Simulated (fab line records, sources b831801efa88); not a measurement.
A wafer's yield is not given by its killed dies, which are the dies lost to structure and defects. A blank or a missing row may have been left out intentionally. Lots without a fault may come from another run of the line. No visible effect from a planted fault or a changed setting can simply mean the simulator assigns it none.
What tool caused it? || flow sky130 || 13 lots with 39 wafers sampled at 4 steps, on a route of 708 steps

WHAT THE GAUGES SHOWED, per wafer
SKY_CAP2M_OVL_MEAS_12.
{"lot": "L594", "measured": "day 41 02:05", "on": "overlay-01", "CAP2M_OVL (nm)": "1.5 1.6 1.3"}
{"lot": "L596", "measured": "day 41 12:59", "on": "overlay-02", "CAP2M_OVL (nm)": "-0.6 0.7 -1.2"}
{"lot": "L597", "measured": "day 41 22:11", "on": "overlay-01", "CAP2M_OVL (nm)": "-2.2 -0.6 -0.3"}
{"lot": "L599", "measured": "day 42 17:17", "on": "overlay-01", "CAP2M_OVL (nm)": "2.4 0.5 2.0"}
{"lot": "L598", "measured": "day 42 17:34", "on": "overlay-02", "CAP2M_OVL (nm)": "-1.4 -1.3 -2.0"}
{"lot": "L601", "measured": "day 43 11:48", "on": "overlay-02", "CAP2M_OVL (nm)": "1.7 1.4 -0.2"}
{"lot": "L602", "measured": "day 43 18:54", "on": "overlay-01", "CAP2M_OVL (nm)": "-0.2 -0.7 0.1"}
{"lot": "L603", "measured": "day 43 20:16", "on": "overlay-02", "CAP2M_OVL (nm)": "-1.6 -2.5 -1.1"}
{"lot": "L605", "measured": "day 44 05:52", "on": "overlay-01", "CAP2M_OVL (nm)": "-0.7 -1.0 -0.4"}
{"lot": "L606", "measured": "day 44 11:59", "on": "overlay-02", "CAP2M_OVL (nm)": "-0.3 -0.5 -1.9"}
{"lot": "L607", "measured": "day 44 18:06", "on": "overlay-01", "CAP2M_OVL (nm)": "-0.1 0.8 0.7"}
{"lot": "L616", "measured": "day 47 00:51", "on": "overlay-02", "CAP2M_OVL (nm)": "0.8 1.1 1.1"}
{"lot": "L617", "measured": "day 47 04:49", "on": "overlay-01", "CAP2M_OVL (nm)": "-1.7 -1.1 -0.5"}

TOOL THAT RAN EACH LOT (tool first, then ch and the chambers of the sampled wafers, then the start)
{"lot": "L594", "SKY_VIA2_SPUTTER_20": "pvd sputter-01, day 36 16:07", "SKY_METAL3_SPUTTER_03": "pvd sputter-01, day 36 16:53", "SKY_CAPM_CLEAN_16": "wet bench-04 ch 0, day 37 19:53"}
{"lot": "L596", "SKY_VIA2_SPUTTER_20": "pvd sputter-01, day 37 03:28", "SKY_METAL3_SPUTTER_03": "pvd sputter-03, day 37 04:14", "SKY_CAPM_CLEAN_16": "wet bench-04 ch 3, day 38 07:18"}
{"lot": "L597", "SKY_VIA2_SPUTTER_20": "pvd sputter-02, day 37 13:21", "SKY_METAL3_SPUTTER_03": "pvd sputter-04, day 37 14:07", "SKY_CAPM_CLEAN_16": "wet bench-02 ch 3, day 38 16:26"}
{"lot": "L599", "SKY_VIA2_SPUTTER_20": "pvd sputter-04, day 38 10:23", "SKY_METAL3_SPUTTER_03": "pvd sputter-01, day 38 11:08", "SKY_CAPM_CLEAN_16": "wet bench-04 ch 2, day 39 12:04"}
{"lot": "L598", "SKY_VIA2_SPUTTER_20": "pvd sputter-01, day 38 12:33", "SKY_METAL3_SPUTTER_03": "pvd sputter-03, day 38 13:19", "SKY_CAPM_CLEAN_16": "wet bench-04 ch 1, day 39 13:56"}
{"lot": "L601", "SKY_VIA2_SPUTTER_20": "pvd sputter-01, day 39 05:53", "SKY_METAL3_SPUTTER_03": "pvd sputter-03, day 39 06:42", "SKY_CAPM_CLEAN_16": "wet bench-04 ch 2, day 40 08:10"}
{"lot": "L602", "SKY_VIA2_SPUTTER_20": "pvd sputter-02, day 39 14:44", "SKY_METAL3_SPUTTER_03": "pvd sputter-04, day 39 15:30", "SKY_CAPM_CLEAN_16": "wet bench-01 ch 3, day 40 16:22"}
{"lot": "L603", "SKY_VIA2_SPUTTER_20": "pvd sputter-04, day 39 16:32", "SKY_METAL3_SPUTTER_03": "pvd sputter-01, day 39 17:17", "SKY_CAPM_CLEAN_16": "wet bench-01 ch 0, day 40 17:29"}
{"lot": "L605", "SKY_VIA2_SPUTTER_20": "pvd sputter-01, day 40 00:52", "SKY_METAL3_SPUTTER_03": "pvd sputter-03, day 40 01:38", "SKY_CAPM_CLEAN_16": "wet bench-04 ch 2, day 41 02:41"}
{"lot": "L606", "SKY_VIA2_SPUTTER_20": "pvd sputter-02, day 40 08:52", "SKY_METAL3_SPUTTER_03": "pvd sputter-04, day 40 09:40", "SKY_CAPM_CLEAN_16": "wet bench-04 ch 0, day 41 10:47"}
{"lot": "L607", "SKY_VIA2_SPUTTER_20": "pvd sputter-04, day 40 14:19", "SKY_METAL3_SPUTTER_03": "pvd sputter-01, day 40 15:04", "SKY_CAPM_CLEAN_16": "wet bench-04 ch 1, day 41 15:30"}
{"lot": "L616", "SKY_VIA2_SPUTTER_20": "pvd sputter-02, day 43 03:49", "SKY_METAL3_SPUTTER_03": "pvd sputter-03, day 43 04:35", "SKY_CAPM_CLEAN_16": "wet bench-02 ch 3, day 44 03:56"}
{"lot": "L617", "SKY_VIA2_SPUTTER_20": "pvd sputter-04, day 43 09:29", "SKY_METAL3_SPUTTER_03": "pvd sputter-01, day 43 10:14", "SKY_CAPM_CLEAN_16": "wet bench-02 ch 0, day 44 10:35"}
- SKY_VIA2_SPUTTER_20: material TiN, target thk 20 nm, time 80 s.
- SKY_METAL3_SPUTTER_03: material Ti, target thk 5 nm, time 3.3 s.
- SKY_CAPM_CLEAN_16: cleans in IPA, time 180 s.

AS READ BY THE TOOLS THEMSELVES (means over the sampled wafers that have a number; for cases with no such wafer, the mark the record gives instead)
SKY_VIA2_SPUTTER_20.
{"lot": "L594", "tool": "pvd sputter-01", "throttle valve pct (%)": 29.3}
{"lot": "L596", "tool": "pvd sputter-01", "throttle valve pct (%)": 28.4}
{"lot": "L597", "tool": "pvd sputter-02", "throttle valve pct (%)": 30.1}
{"lot": "L599", "tool": "pvd sputter-04", "throttle valve pct (%)": 29.2}
{"lot": "L598", "tool": "pvd sputter-01", "throttle valve pct (%)": 29.8}
{"lot": "L601", "tool": "pvd sputter-01", "throttle valve pct (%)": 29.1}
{"lot": "L602", "tool": "pvd sputter-02", "throttle valve pct (%)": 29.5}
{"lot": "L603", "tool": "pvd sputter-04", "throttle valve pct (%)": 29.3}
{"lot": "L605", "tool": "pvd sputter-01", "throttle valve pct (%)": 29.2}
{"lot": "L606", "tool": "pvd sputter-02", "throttle valve pct (%)": 30.5}
{"lot": "L607", "tool": "pvd sputter-04", "throttle valve pct (%)": 29.8}
{"lot": "L616", "tool": "pvd sputter-02", "throttle valve pct (%)": 30.4}
{"lot": "L617", "tool": "pvd sputter-04", "throttle valve pct (%)": 29.7}

SKY_METAL3_SPUTTER_03.
{"lot": "L594", "tool": "pvd sputter-01", "throttle valve pct (%)": 29.2}
{"lot": "L596", "tool": "pvd sputter-03", "throttle valve pct (%)": 29.8}
{"lot": "L597", "tool": "pvd sputter-04", "throttle valve pct (%)": 29.7}
{"lot": "L599", "tool": "pvd sputter-01", "throttle valve pct (%)": 29.7}
{"lot": "L598", "tool": "pvd sputter-03", "throttle valve pct (%)": 30.9}
{"lot": "L601", "tool": "pvd sputter-03", "throttle valve pct (%)": 29.9}
{"lot": "L602", "tool": "pvd sputter-04", "throttle valve pct (%)": 29.2}
{"lot": "L603", "tool": "pvd sputter-01", "throttle valve pct (%)": 29.0}
{"lot": "L605", "tool": "pvd sputter-03", "throttle valve pct (%)": 29.9}
{"lot": "L606", "tool": "pvd sputter-04", "throttle valve pct (%)": 29.0}
{"lot": "L607", "tool": "pvd sputter-01", "throttle valve pct (%)": 29.0}
{"lot": "L616", "tool": "pvd sputter-03", "throttle valve pct (%)": 29.9}
{"lot": "L617", "tool": "pvd sputter-01", "throttle valve pct (%)": 28.9}

THE ANSWER, worked out from the rows above alone
Rule: the usual values come from the lots themselves. The widest of any qualifying gaps counts: lots, ordered by their means at a reading, are off when they make up no more than a third of the lots, leave a main group of 4 or more, and stand apart from it by 3 or more times the standard deviation of that group's means. Not used: any main group whose means are identical at the precision the tables above print for the reading. A lot without any number at a reading at which 4 lots or more have one is off too. All remaining lots with rows at the step are treated as sound. The gauges are gone through in route order, then the tools' own readings, and for those a lot's mean is taken as printed above. At the first step where some lot is off, the reading lying furthest off is the one used; lots without a number count as furthest.
Across all readings shown, no lot is off: no conclusion can be drawn from this.

WHAT THE SIMULATOR HAD INSERTED
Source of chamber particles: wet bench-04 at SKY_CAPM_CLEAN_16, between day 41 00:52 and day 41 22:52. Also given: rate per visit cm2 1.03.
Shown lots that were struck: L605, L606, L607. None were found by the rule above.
